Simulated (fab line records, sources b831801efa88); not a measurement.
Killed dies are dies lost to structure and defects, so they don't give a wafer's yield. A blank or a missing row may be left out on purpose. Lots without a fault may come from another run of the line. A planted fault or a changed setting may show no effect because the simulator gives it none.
fab line records | flow sky130
record lots=5 wafers=15 last_day=50
route steps=708 shown LDD_P@266 LDD_HVN@267 LDD_HVP@278 LDD_LDN@289 SPACER@304 POLY_CUT@307
lots that met no fault: from a run of the same line without faults
start_h: hours from the record's first day to the start of the lot's first wafer shown | wait_h: hours since the lot's step before | " the same as in the row above | L1.1+2: a row that stands for several wafers | - no value, or no start given | * or withheld: withheld | < > ~ a bound
route shown NAME@n: a module of which the file shows steps, and the number in the route of the first | usual: mean/standard deviation of fault-free wafers | same: alike in all rows | chamber/n: place in a boat | sites: the reading at each site | _std_site: their standard deviation | _edge_site: outer sites' mean less inner sites' | radius_mm: how far each site lies from the wafer's centre | mask NAME#n: copy n | behind: the tool/chamber that last shaped the wafer | hold: why the lot was held/for how many hours/how that ended | device: the transistor (n, p or np) that didn't switch | end of line: the same wafers' tests at the end of the route | a step without rows: its recipe alone | killed: dies lost to structure and defects at the first sort, not the wafer's yield | map: a wafer's dies, x killed, . not, _ none there
set.NAME: the setting as run; set.NAME@STEP: as run at that earlier step | model.NAME: the simulator's own value behind a step, which no gauge read
lots at some steps of the route; a table a step, a row a wafer
services: from which hour (start_h, from the record's first day; less than 0 if before it) a tool's chamber was out of use, for how many hours, and why
## steps
# step SKY_LDD_P_TW_MEAS_11
# usual LDD_P_TW=636.2/2.6
# columns lot.wafer tool chamber start_h wait_h LDD_P_TW
L075.4 film_metro-02 - 437.09 0.1 637.1
L075.5 " - " " 634.3
L075.6 " - " " 635.2
L082.3 film_metro-01 - 506.88 0.1 635.7
L082.5 " - " " 636.6
L082.6 " - " " 633.8
L085.1 film_metro-02 - 554.80 0.1 638.6
L085.4 " - " " 636.0
L085.5 " - " " 635.7
L092.1 film_metro-01 - 610.65 0.1 636.8
L092.2 " - " " 637.9
L092.6 " - " " 637.3
L097.1 film_metro-01 - 632.01 0.1 641.0
L097.3 " - " " 641.2
L097.4 " - " " 637.6
# step SKY_LDD_HVN_DEHYDRATE_00
# recipe temp_c=200 time_s=60
# columns lot.wafer tool chamber start_h wait_h
L075.4+5+6 litho_track-04 0 452.17 15.1
L082.3+5+6 litho_track-02 0 521.90 15.0
L085.1+4+5 litho_track-02 0 567.75 12.9
L092.1+2+6 litho_track-01 0 624.10 13.4
L097.1+3+4 litho_track-04 0 645.85 13.8
# step SKY_LDD_HVN_HMDS_01
# recipe prime_time_s=60 prime_temp_c=120
# columns lot.wafer tool chamber start_h wait_h
L075.4+5+6 litho_track-04 0 452.32 0.1
L082.3+5+6 litho_track-02 0 522.05 0.1
L085.1+4+5 litho_track-02 0 567.90 0.1
L092.1+2+6 litho_track-01 0 624.25 0.1
L097.1+3+4 litho_track-04 0 646.00 0.1
# step SKY_LDD_HVN_COAT_02
# recipe resist=NOVOLAK spin_rpm=3000 resist_thk_nm=300
# columns lot.wafer tool chamber start_h wait_h
L075.4+5+6 litho_track-04 0 452.47 0.1
L082.3+5+6 litho_track-02 0 522.20 0.1
L085.1+4+5 litho_track-02 0 568.05 0.1
L092.1+2+6 litho_track-01 0 624.40 0.1
L097.1+3+4 litho_track-04 0 646.15 0.1
# step SKY_LDD_HVN_SOFTBAKE_03
# recipe temp_c=90 time_s=60 resist=NOVOLAK
# columns lot.wafer tool chamber start_h wait_h
L075.4+5+6 litho_track-04 0 452.62 0.1
L082.3+5+6 litho_track-02 0 522.35 0.1
L085.1+4+5 litho_track-02 0 568.20 0.1
L092.1+2+6 litho_track-01 0 624.55 0.1
L097.1+3+4 litho_track-04 0 646.30 0.1
# step SKY_LDD_HVN_EXPOSE_04
# recipe mask_id=HVNTM na=0.6 source_shape=conventional sigma_outer=0.6 polarization=unpolarized target_cd_nm=700 dose_mj=127
# same na=0.6
# columns lot.wafer tool chamber start_h wait_h mask
L075.4+5+6 iline_stepper-01 0 - - HVNTM#0
L082.3+5+6 iline_stepper-02 0 - - HVNTM#0
L085.1+4+5 iline_stepper-01 0 - - HVNTM#0
L092.1+2+6 iline_stepper-02 0 - - HVNTM#0
L097.1+3+4 iline_stepper-01 0 - - HVNTM#0
# step SKY_LDD_HVN_PEB_05
# recipe temp_c=withheld time_s=* resist=NOVOLAK
# columns lot.wafer tool chamber start_h wait_h
L075.4+5+6 litho_track-02 0 - -
L082.3+5+6 litho_track-02 0 - -
L085.1+4+5 litho_track-02 0 - -
L092.1+2+6 litho_track-02 0 - -
L097.1+3+4 litho_track-02 0 - -
# step SKY_LDD_HVN_DEVELOP_06
# recipe resist=NOVOLAK developer=TMAH develop_time_s=60 dev_temp_c=23
# columns lot.wafer tool chamber start_h wait_h
L075.4+5+6 litho_track-02 0 467.53 0.1
L082.3+5+6 litho_track-02 0 536.40 0.1
L085.1+4+5 litho_track-02 0 583.65 0.1
L092.1+2+6 litho_track-02 0 638.95 0.1
L097.1+3+4 litho_track-02 0 659.60 0.1
# step SKY_LDD_HVN_OVL_MEAS_07
# usual LDD_HVN_OVL=1.0/1.3
# columns lot.wafer tool chamber start_h wait_h LDD_HVN_OVL[nm]
L075.4 overlay-01 - 467.62 0.1 -1.0
L075.5 " - " " -1.8
L075.6 " - " " -0.9
L082.3 overlay-02 - 536.51 0.1 -1.4
L082.5 " - " " 0.7
L082.6 " - " " 0.3
L085.1 overlay-02 - 583.80 0.1 0.2
L085.4 " - " " -0.3
L085.5 " - " " -1.6
L092.1 overlay-02 - 639.10 0.1 2.4
L092.2 " - " " -1.1
L092.6 " - " " 1.6
L097.1 overlay-01 - 659.75 0.1 -0.2
L097.3 " - " " -0.9
L097.4 " - " " -0.5
# step SKY_LDD_HVN_IMPLANT_08
# recipe species=P energy_kev=60 dose_cm2=3e+13 tilt_deg=40
# usual tilt_deg=40.002/0.02
# same implant_ion_amu=31
# columns lot.wafer tool chamber start_h wait_h tilt_deg
L075.4 implanter-02 0 467.71 0.1 40.008
L075.5 " 0 " " 39.999
L075.6 " 0 " " 40.000
L082.3 implanter-02 0 536.59 0.1 39.993
L082.5 " 0 " " 39.984
L082.6 " 0 " " 39.977
L085.1 implanter-03 0 583.84 0.0 39.984
L085.4 " 0 " " 39.986
L085.5 " 0 " " 39.999
L092.1 implanter-02 0 639.14 0.0 39.998
L092.2 " 0 " " 39.977
L092.6 " 0 " " 40.006
L097.1 implanter-03 0 659.79 0.0 40.003
L097.3 " 0 " " 40.017
L097.4 " 0 " " 40.015
# step SKY_LDD_HVN_STRIP_09
# recipe chemistry=O2/N2 power_w=1400 pressure_mtorr=1500 platen_temp_c=withheld o2_flow_sccm=3000 n2_flow_sccm=300 overash_fraction=0.5
# usual drypump_motor_current_A=6.2/0.34 oes_product_au=0.408/0.0044 strip_time_to_endpoint_s=4.138/0.013
# columns lot.wafer tool chamber start_h wait_h drypump_motor_current_A oes_product_au rf_hours_counter_h strip_time_to_endpoint_s
L075.4 plasma_asher-02 1 467.82 0.1 6.1 0.408 - 4.140
L075.5 " 0 " " 6.4 0.406 - 4.150
L075.6 " 1 " " 6.0 0.404 - 4.140
L082.3 plasma_asher-02 1 536.72 0.1 6.0 0.409 - 4.150
L082.5 " 1 " " 6.1 0.413 - 4.147
L082.6 " 0 " " 6.4 0.403 - 4.149
L085.1 plasma_asher-03 0 583.99 0.1 6.1 0.407 91 4.138
L085.4 " 0 " " 6.1 0.411 - 4.135
L085.5 " 1 " " 6.0 0.412 - 4.125
L092.1 plasma_asher-02 0 639.29 0.1 6.3 0.415 79 4.148
L092.2 " 1 " " 6.0 0.420 79 4.157
L092.6 " 0 " " 6.4 0.411 - 4.151
L097.1 plasma_asher-02 0 659.94 0.1 6.3 0.411 82 4.156
L097.3 " 0 " " 6.3 0.403 - 4.149
L097.4 " 1 " " 6.0 0.404 - 4.141
# step SKY_LDD_HVN_TW_MEAS_10
# usual LDD_HVN_TW=1440/7.8
# columns lot.wafer tool chamber start_h wait_h LDD_HVN_TW
L075.4 film_metro-01 - 467.92 0.1 1443
L075.5 " - " " 1429
L075.6 " - " " 1437
L082.3 film_metro-03 - 536.81 0.1 1446
L082.5 " - " " 1442
L082.6 " - " " 1436
L085.1 film_metro-03 - 584.09 0.1 1413
L085.4 " - " " 1421
L085.5 " - " " 1423
L092.1 film_metro-01 - 639.39 0.1 1454
L092.2 " - " " 1449
L092.6 " - " " 1451
L097.1 film_metro-01 - 660.04 0.1 1447
L097.3 " - " " 1445
L097.4 " - " " 1437
# step SKY_LDD_HVP_DEHYDRATE_00
# recipe temp_c=200 time_s=60
# columns lot.wafer tool chamber start_h wait_h
L075.4+5+6 litho_track-02 0 483.03 15.1
L082.3+5+6 litho_track-01 0 552.25 15.4
L085.1+4+5 litho_track-01 0 597.55 13.5
L092.1+2+6 litho_track-03 0 652.56 13.2
L097.1+3+4 litho_track-03 0 674.41 14.4
# step SKY_LDD_HVP_HMDS_01
# recipe prime_time_s=60 prime_temp_c=120
# columns lot.wafer tool chamber start_h wait_h
L075.4+5+6 litho_track-02 0 483.18 0.1
L082.3+5+6 litho_track-01 0 552.40 0.1
L085.1+4+5 litho_track-01 0 597.70 0.1
L092.1+2+6 litho_track-03 0 652.71 0.1
L097.1+3+4 litho_track-03 0 674.56 0.1
# step SKY_LDD_HVP_COAT_02
# recipe resist=NOVOLAK spin_rpm=3000 resist_thk_nm=300
# columns lot.wafer tool chamber start_h wait_h
L075.4+5+6 litho_track-02 0 483.33 0.1
L082.3+5+6 litho_track-01 0 552.55 0.1
L085.1+4+5 litho_track-01 0 597.85 0.1
L092.1+2+6 litho_track-03 0 652.86 0.1
L097.1+3+4 litho_track-03 0 674.71 0.1
# step SKY_LDD_HVP_SOFTBAKE_03
# recipe temp_c=90 time_s=60 resist=NOVOLAK
# columns lot.wafer tool chamber start_h wait_h
L075.4+5+6 litho_track-02 0 483.48 0.1
L082.3+5+6 litho_track-01 0 552.70 0.1
L085.1+4+5 litho_track-01 0 598.00 0.1
L092.1+2+6 litho_track-03 0 653.01 0.1
L097.1+3+4 litho_track-03 0 674.86 0.1
# step SKY_LDD_HVP_EXPOSE_04
# recipe mask_id=HVPTM na=0.6 source_shape=conventional sigma_outer=0.6 polarization=unpolarized target_cd_nm=700 dose_mj=86
# same na=0.6
# columns lot.wafer tool chamber start_h wait_h mask
L075.4+5+6 iline_stepper-02 0 - - HVPTM#0
L082.3+5+6 iline_stepper-01 0 - - HVPTM#0
L085.1+4+5 iline_stepper-02 0 - - HVPTM#0
L092.1+2+6 iline_stepper-02 0 - - HVPTM#0
L097.1+3+4 iline_stepper-01 0 - - HVPTM#0
# step SKY_LDD_HVP_PEB_05
# recipe temp_c=withheld time_s=* resist=NOVOLAK
# columns lot.wafer tool chamber start_h wait_h
L075.4+5+6 litho_track-01 0 - -
L082.3+5+6 litho_track-02 0 - -
L085.1+4+5 litho_track-03 0 - -
L092.1+2+6 litho_track-01 0 - -
L097.1+3+4 litho_track-01 0 - -
# step SKY_LDD_HVP_DEVELOP_06
# recipe resist=NOVOLAK developer=TMAH develop_time_s=60 dev_temp_c=23
# columns lot.wafer tool chamber start_h wait_h
L075.4+5+6 litho_track-01 0 499.07 0.1
L082.3+5+6 litho_track-02 0 566.75 0.1
L085.1+4+5 litho_track-03 0 612.91 0.1
L092.1+2+6 litho_track-01 0 667.15 0.1
L097.1+3+4 litho_track-01 0 688.65 0.1
# step SKY_LDD_HVP_OVL_MEAS_07
# usual LDD_HVP_OVL=1.0/1.4
# columns lot.wafer tool chamber start_h wait_h LDD_HVP_OVL[nm]
L075.4 overlay-01 - 499.17 0.1 0.4
L075.5 " - " " 0.5
L075.6 " - " " -0.7
L082.3 overlay-01 - 566.86 0.1 -1.4
L082.5 " - " " -1.3
L082.6 " - " " -1.4
L085.1 overlay-01 - 613.06 0.1 1.3
L085.4 " - " " 0.0
L085.5 " - " " -0.4
L092.1 overlay-02 - 667.30 0.1 1.8
L092.2 " - " " 1.0
L092.6 " - " " 0.9
L097.1 overlay-02 - 688.80 0.1 3.4
L097.3 " - " " 1.3
L097.4 " - " " 2.8
# step SKY_LDD_HVP_IMPLANT_08
# recipe species=B energy_kev=20 dose_cm2=1.7e+13 tilt_deg=17.9
# usual tilt_deg=17.898/0.02
# same implant_ion_amu=11
# columns lot.wafer tool chamber start_h wait_h tilt_deg
L075.4 implanter-04 0 499.26 0.1 17.908
L075.5 " 0 " " 17.890
L075.6 " 0 " " 17.904
L082.3 implanter-04 0 566.94 0.1 17.920
L082.5 " 0 " " 17.912
L082.6 " 0 " " 17.928
L085.1 implanter-04 0 613.09 0.0 17.893
L085.4 " 0 " " 17.926
L085.5 " 0 " " 17.913
L092.1 implanter-02 0 667.34 0.0 17.913
L092.2 " 0 " " 17.902
L092.6 " 0 " " 17.917
L097.1 implanter-04 0 688.84 0.0 17.892
L097.3 " 0 " " 17.902
L097.4 " 0 " " 17.925
# step SKY_LDD_HVP_STRIP_09
# recipe chemistry=O2/N2 power_w=1400 pressure_mtorr=1500 platen_temp_c=withheld o2_flow_sccm=3000 n2_flow_sccm=300 overash_fraction=0.5
# usual drypump_motor_current_A=6.0/0.61 oes_product_au=0.408/0.0045 strip_time_to_endpoint_s=4.134/0.013
# columns lot.wafer tool chamber start_h wait_h drypump_motor_current_A oes_product_au rf_hours_counter_h strip_time_to_endpoint_s
L075.4 plasma_asher-01 0 499.37 0.1 5.7 0.415 - 4.135
L075.5 " 1 " " 4.8 0.412 - 4.130
L075.6 " 0 " " 5.8 0.403 - 4.124
L082.3 plasma_asher-02 0 567.07 0.1 6.4 0.410 - 4.123
L082.5 " 1 " " 6.0 0.417 - 4.123
L082.6 " 0 " " 6.4 0.411 - 4.157
L085.1 plasma_asher-02 1 613.24 0.1 6.0 0.403 76 4.149
L085.4 " 0 " " 6.3 0.413 - 4.135
L085.5 " 1 " " 6.0 0.411 - 4.135
L092.1 plasma_asher-04 1 667.49 0.1 5.8 0.406 24 4.120
L092.2 " 0 " " 6.8 0.405 24 4.143
L092.6 " 0 " " 6.8 0.405 - 4.128
L097.1 plasma_asher-02 1 688.99 0.1 6.0 0.411 84 4.128
L097.3 " 0 " " 6.3 0.407 - 4.125
L097.4 " 1 " " 6.0 0.410 - 4.134
# step SKY_LDD_HVP_TW_MEAS_10
# usual LDD_HVP_TW=457.1/2.3
# columns lot.wafer tool chamber start_h wait_h LDD_HVP_TW
L075.4 film_metro-02 - 499.47 0.1 456.7
L075.5 " - " " 455.8
L075.6 " - " " 455.7
L082.3 film_metro-02 - 567.16 0.1 454.6
L082.5 " - " " 454.8
L082.6 " - " " 457.7
L085.1 film_metro-01 - 613.34 0.1 459.7
L085.4 " - " " 456.9
L085.5 " - " " 455.9
L092.1 film_metro-01 - 667.59 0.1 460.2
L092.2 " - " " 457.6
L092.6 " - " " 458.6
L097.1 film_metro-01 - 689.09 0.1 456.2
L097.3 " - " " 453.4
L097.4 " - " " 458.4
# step SKY_LDD_LDN_DEHYDRATE_00
# recipe temp_c=200 time_s=60
# columns lot.wafer tool chamber start_h wait_h
L075.4+5+6 litho_track-02 0 514.48 15.0
L082.3+5+6 litho_track-03 0 581.96 14.8
L085.1+4+5 litho_track-02 0 626.55 13.2
L092.1+2+6 litho_track-02 0 681.35 13.8
L097.1+3+4 litho_track-03 0 702.91 13.8
# step SKY_LDD_LDN_HMDS_01
# recipe prime_time_s=60 prime_temp_c=120
# columns lot.wafer tool chamber start_h wait_h
L075.4+5+6 litho_track-02 0 514.63 0.1
L082.3+5+6 litho_track-03 0 582.11 0.1
L085.1+4+5 litho_track-02 0 626.70 0.1
L092.1+2+6 litho_track-02 0 681.50 0.1
L097.1+3+4 litho_track-03 0 703.06 0.1
# step SKY_LDD_LDN_COAT_02
# recipe resist=NOVOLAK spin_rpm=3000 resist_thk_nm=1140
# columns lot.wafer tool chamber start_h wait_h
L075.4+5+6 litho_track-02 0 514.78 0.1
L082.3+5+6 litho_track-03 0 582.26 0.1
L085.1+4+5 litho_track-02 0 626.85 0.1
L092.1+2+6 litho_track-02 0 681.65 0.1
L097.1+3+4 litho_track-03 0 703.21 0.1
# step SKY_LDD_LDN_SOFTBAKE_03
# recipe temp_c=90 time_s=60 resist=NOVOLAK
# columns lot.wafer tool chamber start_h wait_h
L075.4+5+6 litho_track-02 0 514.93 0.1
L082.3+5+6 litho_track-03 0 582.41 0.1
L085.1+4+5 litho_track-02 0 627.00 0.1
L092.1+2+6 litho_track-02 0 681.80 0.1
L097.1+3+4 litho_track-03 0 703.36 0.1
# step SKY_LDD_LDN_EXPOSE_04
# recipe mask_id=LDNTM na=0.6 source_shape=conventional sigma_outer=0.6 polarization=unpolarized target_cd_nm=700 dose_mj=140
# same na=0.6
# columns lot.wafer tool chamber start_h wait_h mask
L075.4+5+6 iline_stepper-01 0 - - LDNTM#0
L082.3+5+6 iline_stepper-01 0 - - LDNTM#0
L085.1+4+5 iline_stepper-02 0 - - LDNTM#0
L092.1+2+6 iline_stepper-01 0 - - LDNTM#0
L097.1+3+4 iline_stepper-01 0 - - LDNTM#0
# step SKY_LDD_LDN_PEB_05
# recipe temp_c=withheld time_s=* resist=NOVOLAK
# columns lot.wafer tool chamber start_h wait_h
L075.4+5+6 litho_track-04 0 - -
L082.3+5+6 litho_track-03 0 - -
L085.1+4+5 litho_track-02 0 - -
L092.1+2+6 litho_track-02 0 - -
L097.1+3+4 litho_track-04 0 - -
# step SKY_LDD_LDN_DEVELOP_06
# recipe resist=NOVOLAK developer=TMAH develop_time_s=60 dev_temp_c=23
# columns lot.wafer tool chamber start_h wait_h
L075.4+5+6 litho_track-04 0 530.02 0.1
L082.3+5+6 litho_track-03 0 596.36 0.1
L085.1+4+5 litho_track-02 0 641.50 0.1
L092.1+2+6 litho_track-02 0 695.45 0.1
L097.1+3+4 litho_track-04 0 717.15 0.1
# step SKY_LDD_LDN_OVL_MEAS_07
# usual LDD_LDN_OVL=0.7/1.3
# columns lot.wafer tool chamber start_h wait_h LDD_LDN_OVL[nm]
L075.4 overlay-02 - 530.12 0.1 -1.2
L075.5 " - " " -0.6
L075.6 " - " " -0.9
L082.3 overlay-01 - 596.47 0.1 1.3
L082.5 " - " " 4.3
L082.6 " - " " 2.3
L085.1 overlay-02 - 641.65 0.1 0.4
L085.4 " - " " 0.5
L085.5 " - " " 0.5
L092.1 overlay-02 - 695.60 0.1 0.5
L092.2 " - " " 0.4
L092.6 " - " " 0.6
L097.1 overlay-02 - 717.30 0.1 0.5
L097.3 " - " " 0.6
L097.4 " - " " -0.5
# step SKY_LDD_LDN_IMPLANT_08
# recipe species=As energy_kev=15 dose_cm2=1.25e+13 tilt_deg=withheld rotation_deg=23
# same implant_ion_amu=75
# columns lot.wafer tool chamber start_h wait_h
L075.4+5+6 implanter-03 0 530.21 0.1
L082.3+5+6 implanter-04 0 596.54 0.1
L085.1+4+5 implanter-04 0 641.69 0.0
L092.1+2+6 implanter-04 0 695.64 0.0
L097.1+3+4 implanter-01 0 717.33 0.0
# step SKY_LDD_LDN_IMPLANT_09
# recipe species=As energy_kev=15 dose_cm2=1.25e+13 tilt_deg=withheld rotation_deg=113
# same implant_ion_amu=75
# columns lot.wafer tool chamber start_h wait_h
L075.4+5+6 implanter-03 0 530.36 0.1
L082.3+5+6 implanter-04 0 596.69 0.1
L085.1+4+5 implanter-04 0 641.84 0.1
L092.1+2+6 implanter-04 0 695.79 0.1
L097.1+3+4 implanter-01 0 717.48 0.1
# step SKY_LDD_LDN_IMPLANT_10
# recipe species=As energy_kev=15 dose_cm2=1.25e+13 tilt_deg=withheld rotation_deg=203
# same implant_ion_amu=75
# columns lot.wafer tool chamber start_h wait_h
L075.4+5+6 implanter-03 0 530.51 0.1
L082.3+5+6 implanter-04 0 596.84 0.1
L085.1+4+5 implanter-04 0 641.99 0.1
L092.1+2+6 implanter-04 0 695.94 0.1
L097.1+3+4 implanter-01 0 717.63 0.1
# step SKY_LDD_LDN_IMPLANT_11
# recipe species=As energy_kev=15 dose_cm2=1.25e+13 tilt_deg=withheld rotation_deg=293
# same implant_ion_amu=75
# columns lot.wafer tool chamber start_h wait_h
L075.4+5+6 implanter-03 0 530.66 0.1
L082.3+5+6 implanter-04 0 596.99 0.1
L085.1+4+5 implanter-04 0 642.14 0.1
L092.1+2+6 implanter-04 0 696.09 0.1
L097.1+3+4 implanter-01 0 717.78 0.1
# step SKY_LDD_LDN_STRIP_12
# recipe chemistry=O2/N2 power_w=1400 pressure_mtorr=1500 platen_temp_c=withheld o2_flow_sccm=3000 n2_flow_sccm=300 overash_fraction=0.5
# usual drypump_motor_current_A=5.8/0.61 oes_product_au=0.716/0.0043 strip_time_to_endpoint_s=14.17/0.035
# columns lot.wafer tool chamber start_h wait_h drypump_motor_current_A oes_product_au rf_hours_counter_h strip_time_to_endpoint_s
L075.4 plasma_asher-04 1 530.77 0.1 5.8 0.713 - 14.17
L075.5 " 0 " " 6.8 0.715 - 14.19
L075.6 " 1 " " 5.8 0.714 - 14.13
L082.3 plasma_asher-04 0 597.13 0.1 6.8 0.717 - 14.19
L082.5 " 0 " " 6.8 0.715 - 14.12
L082.6 " 1 " " 5.8 0.712 - 14.15
L085.1 plasma_asher-04 1 642.29 0.1 5.8 0.717 22 14.17
L085.4 " 1 " " 5.8 0.724 - 14.20
L085.5 " 0 " " 6.9 0.717 - 14.22
L092.1 plasma_asher-01 0 696.24 0.1 5.8 0.722 57 14.17
L092.2 " 1 " " 4.8 0.710 57 14.19
L092.6 " 0 " " 5.8 0.712 - 14.24
L097.1 plasma_asher-03 1 717.93 0.1 6.0 0.717 103 14.11
L097.3 " 1 " " 6.0 0.712 - 14.09
L097.4 " 0 " " 6.1 0.717 - 14.11
# step SKY_LDD_LDN_TW_MEAS_13
# usual LDD_LDN_TW=1483/7.5
# columns lot.wafer tool chamber start_h wait_h LDD_LDN_TW
L075.4 film_metro-03 - 530.86 0.1 1491
L075.5 " - " " 1491
L075.6 " - " " 1486
L082.3 film_metro-03 - 597.21 0.1 1467
L082.5 " - " " 1462
L082.6 " - " " 1458
L085.1 film_metro-03 - 642.39 0.1 1482
L085.4 " - " " 1487
L085.5 " - " " 1480
L092.1 film_metro-02 - 696.34 0.1 1490
L092.2 " - " " 1475
L092.6 " - " " 1479
L097.1 film_metro-04 - 718.03 0.1 1491
L097.3 " - " " 1484
L097.4 " - " " 1487
# step SKY_LDD_LDN_CLEAN_14
# recipe chemistry=SC1/SC2 mix=1:4:20 temp_c=70 time_s=150 dry=n2_spin
# usual bath_heat_duty_pct=13.7/1
# columns lot.wafer tool chamber start_h wait_h bath_heat_duty_pct
L075.4 wet_bench-02 3 530.89 0.0 14.4
L075.5 " 3 " " 13.1
L075.6 " 3 " " 14.2
L082.3 wet_bench-04 3 597.25 0.0 13.1
L082.5 " 3 " " 12.9
L082.6 " 3 " " 15.9
L085.1 wet_bench-02 3 642.45 0.1 13.2
L085.4 " 3 " " 13.6
L085.5 " 3 " " 12.8
L092.1 wet_bench-02 3 696.40 0.1 13.2
L092.2 " 3 " " 12.6
L092.6 " 3 " " 14.0
L097.1 wet_bench-02 0 718.09 0.1 12.3
L097.3 " 0 " " 10.7
L097.4 " 0 " " 12.6
# step SKY_SPACER_CVD_00
# recipe material=Si3N4 precursor=DCS/NH3 target_thk_nm=43.1 temp_c=770 time_s=740 pressure_mtorr=250
# columns lot.wafer tool chamber start_h wait_h
L075.4+5+6 lpcvd-02 1 530.95 0.0
L082.3+5+6 lpcvd-02 0 597.30 0.0
L085.1+4+5 lpcvd-02 0 642.50 0.0
L092.1+2+6 lpcvd-02 1 696.45 0.0
L097.1+3+4 lpcvd-02 1 718.16 0.0
# step SKY_SPACER_THK_MEAS_01
# recipe reads=Si3N4_of_SPACER_CVD_00
# usual SPACER_CVD_00_THK=43.1/0.42
# columns lot.wafer tool chamber start_h wait_h SPACER_CVD_00_THK[nm]
L075.4 film_metro-02 - 532.79 0.0 42.1
L075.5 " - " " 42.2
L075.6 " - " " 42.8
L082.3 film_metro-02 - 598.53 0.0 43.2
L082.5 " - " " 43.2
L082.6 " - " " 43.2
L085.1 film_metro-01 - 643.70 0.0 42.9
L085.4 " - " " 42.6
L085.5 " - " " 42.9
L092.1 film_metro-04 - 697.66 0.0 43.0
L092.2 " - " " 43.0
L092.6 " - " " 42.9
L097.1 film_metro-01 - 719.37 0.0 43.2
L097.3 " - " " 43.4
L097.4 " - " " 43.4
# step SKY_SPACER_ETCHBACK_02
# recipe chemistry=CH3F/O2 target=Si3N4 stop_on=SiO2 source_w=400 bias_w=80 pressure_mtorr=25 ch3f_flow_sccm=40 O2_flow_sccm=30 time_s=46.7 target_depth_a=450
# usual drypump_motor_current_A=5.7/0.44 oes_product_au=0.855/0.0065 throttle_valve_pct=10.562/0.0092
# columns lot.wafer tool chamber start_h wait_h drypump_motor_current_A oes_product_au rf_hours_counter_h throttle_valve_pct
L075.4 rie_diel-02 2 532.84 0.0 5.5 0.847 - 10.564
L075.5 " 1 " " 5.7 0.843 - 10.568
L075.6 " 0 " " 5.2 0.853 - 10.573
L082.3 rie_diel-04 1 598.57 0.0 5.2 0.863 69 10.542
L082.5 " 0 " " 6.2 0.860 - 10.549
L082.6 " 3 " " 5.6 0.849 - 10.563
L085.1 rie_diel-02 1 643.76 0.1 5.7 0.845 10 10.555
L085.4 " 1 " " 5.7 0.851 - 10.578
L085.5 " 2 " " 5.5 0.862 - 10.550
L092.1 rie_diel-01 0 697.72 0.1 5.9 0.851 18 10.566
L092.2 " 1 " " 6.7 0.853 2 10.553
L092.6 " 1 " " 6.6 0.852 - 10.573
L097.1 rie_diel-02 3 719.43 0.1 6.2 0.851 3 10.552
L097.3 " 2 " " 5.5 0.871 18 10.559
L097.4 " 0 " " 5.2 0.862 15 10.564
# step SKY_POLY_CUT_DEHYDRATE_00
# recipe temp_c=200 time_s=60
# columns lot.wafer tool chamber start_h wait_h
L075.4+5+6 litho_track-03 0 547.43 14.6
L082.3+5+6 litho_track-03 0 613.11 14.5
L085.1+4+5 litho_track-04 0 656.65 12.9
L092.1+2+6 litho_track-03 0 710.96 13.2
L097.1+3+4 litho_track-03 0 732.76 13.3
# step SKY_POLY_CUT_HMDS_01
# recipe prime_time_s=60 prime_temp_c=120
# columns lot.wafer tool chamber start_h wait_h
L075.4+5+6 litho_track-03 0 547.58 0.1
L082.3+5+6 litho_track-03 0 613.26 0.1
L085.1+4+5 litho_track-04 0 656.80 0.1
L092.1+2+6 litho_track-03 0 711.11 0.1
L097.1+3+4 litho_track-03 0 732.91 0.1
# step SKY_POLY_CUT_COAT_02
# recipe resist=BARC temp_c=withheld time_s=withheld spin_rpm=3000 resist_thk_nm=60
# columns lot.wafer tool chamber start_h wait_h
L075.4+5+6 litho_track-03 0 547.73 0.1
L082.3+5+6 litho_track-03 0 613.41 0.1
L085.1+4+5 litho_track-04 0 656.95 0.1
L092.1+2+6 litho_track-03 0 711.26 0.1
L097.1+3+4 litho_track-03 0 733.06 0.1
# step SKY_POLY_CUT_COAT_03
# recipe resist=KrF-thick spin_rpm=3000 resist_thk_nm=450
# columns lot.wafer tool chamber start_h wait_h
L075.4+5+6 litho_track-03 0 - -
L082.3+5+6 litho_track-03 0 - -
L085.1+4+5 litho_track-04 0 - -
L092.1+2+6 litho_track-03 0 - -
L097.1+3+4 litho_track-03 0 - -
# step SKY_POLY_CUT_SOFTBAKE_04
# recipe temp_c=100 time_s=90 resist=KrF-thick
# columns lot.wafer tool chamber start_h wait_h
L075.4+5+6 litho_track-03 0 - -
L082.3+5+6 litho_track-03 0 - -
L085.1+4+5 litho_track-04 0 - -
L092.1+2+6 litho_track-03 0 - -
L097.1+3+4 litho_track-03 0 - -
# step SKY_POLY_CUT_EXPOSE_05
# recipe mask_id=NPCM na=0.8 source_shape=annular sigma_inner=0.55 sigma_outer=0.85 target_cd_nm=270 dose_mj=32
# same na=0.8
# columns lot.wafer tool chamber start_h wait_h mask
L075.4+5+6 krf_scanner-01 0 - - NPCM#0
L082.3+5+6 krf_scanner-01 0 - - NPCM#0
L085.1+4+5 krf_scanner-01 0 - - NPCM#0
L092.1+2+6 krf_scanner-01 0 - - NPCM#0
L097.1+3+4 krf_scanner-02 0 - - NPCM#0
# step SKY_POLY_CUT_PEB_06
# recipe peb_temp_c=withheld peb_time_s=withheld resist=KrF-thick
# columns lot.wafer tool chamber start_h wait_h
L075.4+5+6 litho_track-03 0 - -
L082.3+5+6 litho_track-04 0 - -
L085.1+4+5 litho_track-01 0 - -
L092.1+2+6 litho_track-04 0 - -
L097.1+3+4 litho_track-04 0 - -
# step SKY_POLY_CUT_DEVELOP_07
# recipe develop_time_s=60 resist=KrF-thick dev_temp_c=21
# columns lot.wafer tool chamber start_h wait_h
L075.4+5+6 litho_track-03 0 - -
L082.3+5+6 litho_track-04 0 - -
L085.1+4+5 litho_track-01 0 - -
L092.1+2+6 litho_track-04 0 - -
L097.1+3+4 litho_track-04 0 - -
## services
# columns tool chamber start_h hours kind
iline_stepper-02 - 435.96 1.7 pm
implanter-01 - 465.17 73.9 pm
iline_stepper-02 - 488.33 4.3 repair
implanter-03 - 488.34 6.5 pm
krf_scanner-01 - 493.20 0.7 repair
krf_scanner-01 - 495.18 4.4 pm
plasma_asher-02 - 503.19 5.4 repair
iline_stepper-01 - 512.70 0.6 repair
iline_stepper-02 - 518.63 0.7 repair
iline_stepper-01 - 549.89 1.3 repair
implanter-04 - 552.04 3.9 repair
implanter-03 - 571.60 5.9 repair
implanter-04 - 603.66 3.4 pm
iline_stepper-01 - 621.01 11.2 repair
lpcvd-02 - 628.56 0.9 repair
iline_stepper-01 - 632.23 1.7 pm
plasma_asher-02 - 648.25 0.5 repair
iline_stepper-02 - 654.14 1.7 pm
iline_stepper-02 - 673.99 20.8 repair
plasma_asher-02 - 689.66 0.4 repair
implanter-03 - 689.87 10.2 repair
implanter-04 - 724.98 8.3 repair
implanter-04 - 726.34 3.1 repair
implanter-03 - 729.29 5.1 pm
## key
fault none
